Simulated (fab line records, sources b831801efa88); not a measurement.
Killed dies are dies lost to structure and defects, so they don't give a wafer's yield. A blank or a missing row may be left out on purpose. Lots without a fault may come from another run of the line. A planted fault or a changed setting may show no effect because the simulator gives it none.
Chamber matching | flow gf180mcu | GF_STI_ETCH_14 on rie_si-02: 4 sister chambers
The step etches Si in HBr/Cl2/O2, target depth 360 nm, time 102.9 s. 4 wafers are shown with their chamber, then 7 later ones without.

WAFERS WITH THEIR CHAMBER
wafer  | chamber | drypump_motor_current_A (A)
L417.1 | 3       | 6.7
L423.4 | 2       | 6.3
L426.3 | 1       | 5.6
L426.5 | 0       | 5.3

WAFERS WITHOUT THEIR CHAMBER
wafer  | drypump_motor_current_A (A)
L426.6 | 5.6
L427.2 | 5.6
L427.4 | 5.3
L427.6 | 6.3
L435.3 | 5.5
L435.5 | 6.3
L435.6 | 6.7

WHICH CHAMBER EACH WENT THROUGH
wafer  | from the rows above | in truth
L426.6 | 1                   | 1
L427.2 | 1                   | 1
L427.4 | 0                   | 0
L427.6 | 2                   | 2
L435.3 | 1                   | 1
L435.5 | 2                   | 2
L435.6 | 3                   | 3
Placed correctly: 7 of 7. Can't be placed from these rows: 0. Placed wrongly: 0.
How it was worked out, from the rows above alone: a wafer's distance from a chamber is the root of the sum, over the readings, of the square of ((its reading less the chamber's mean) divided by the reading's scatter). The wafer belongs to the nearest chamber; if the next one is less than 2 further off, it can't be placed. A chamber's mean is the mean of its shown wafers. The scatter: with one shown wafer a chamber, the root of the mean of the squares of how far each hidden wafer lies from its nearest shown one.
